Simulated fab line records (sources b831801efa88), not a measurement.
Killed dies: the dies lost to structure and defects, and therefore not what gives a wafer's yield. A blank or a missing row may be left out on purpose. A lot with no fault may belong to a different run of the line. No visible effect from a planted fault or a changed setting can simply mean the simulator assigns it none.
Which tool did it? :: flow sfqLine :: at 1 step of a route of 325, 14 lots with 42 wafers sampled

WHAT THE GAUGES SHOWED, per wafer
SFQ_I1_BOW_MEAS_912.
lot: L363
measured: day 11 17:51
on: filmMetro-03
I1_BOW (um): 0 -4 -1

lot: L366
measured: day 14 20:05
on: filmMetro-03
I1_BOW (um): -3 0 -9

lot: L368
measured: day 16 00:53
on: filmMetro-03
I1_BOW (um): -4 8 1

lot: L369
measured: day 16 10:28
on: filmMetro-03
I1_BOW (um): 14 1 10

lot: L370
measured: day 16 20:27
on: filmMetro-04
I1_BOW (um): -4 -5 -3

lot: L371
measured: day 17 08:45
on: filmMetro-01
I1_BOW (um): -6 0 0

lot: L373
measured: day 17 19:44
on: filmMetro-04
I1_BOW (um): 10 0 15

lot: L374
measured: day 24 17:28
on: filmMetro-01
I1_BOW (um): -1 5 -10

lot: L377
measured: day 25 19:51
on: filmMetro-03
I1_BOW (um): -5 0 5

lot: L378
measured: day 26 03:01
on: filmMetro-01
I1_BOW (um): -5 0 -10

lot: L379
measured: day 26 04:51
on: filmMetro-04
I1_BOW (um): -6 -10 -13

lot: L380
measured: day 26 06:03
on: filmMetro-03
I1_BOW (um): -2 -8 8

lot: L381
measured: day 26 12:20
on: filmMetro-01
I1_BOW (um): 9 7 -3

lot: L385
measured: day 27 11:34
on: filmMetro-04
I1_BOW (um): -14 0 6

WHICH TOOL RAN EACH LOT (tool, then ch and the chambers of the sampled wafers, then the start)
Record: no process step prior to these readings.

AS READ BY THE TOOLS THEMSELVES (means over the sampled wafers that have a number; for cases with no such wafer, the mark the record gives instead)
The record holds no such reading with a usual standard deviation.

THE ANSWER, worked out from the rows above alone
Rule: the usual values come from the lots themselves. Put in order of their means at a reading, lots are off if they are a third of the lots or fewer, leave a main group of 4 or more, and stand apart from it by a gap of 3 or more times the standard deviation of the main group's means; of several such gaps the widest counts. The tables above print the reading to a certain number of digits; a main group whose means all agree to those digits is not used. A lot without any number at a reading at which 4 lots or more have one is off too. The other lots that the step has rows for count as sound. First the gauges in route order, then the tools' own readings, where a lot's mean is used as printed above. The first step at which some lot is off is used, and at that step the reading that is off furthest; a lot without a number counts as furthest.
None of the lots is off at any reading shown; this tells nothing.

WHAT WAS PUT IN BY THE SIMULATOR
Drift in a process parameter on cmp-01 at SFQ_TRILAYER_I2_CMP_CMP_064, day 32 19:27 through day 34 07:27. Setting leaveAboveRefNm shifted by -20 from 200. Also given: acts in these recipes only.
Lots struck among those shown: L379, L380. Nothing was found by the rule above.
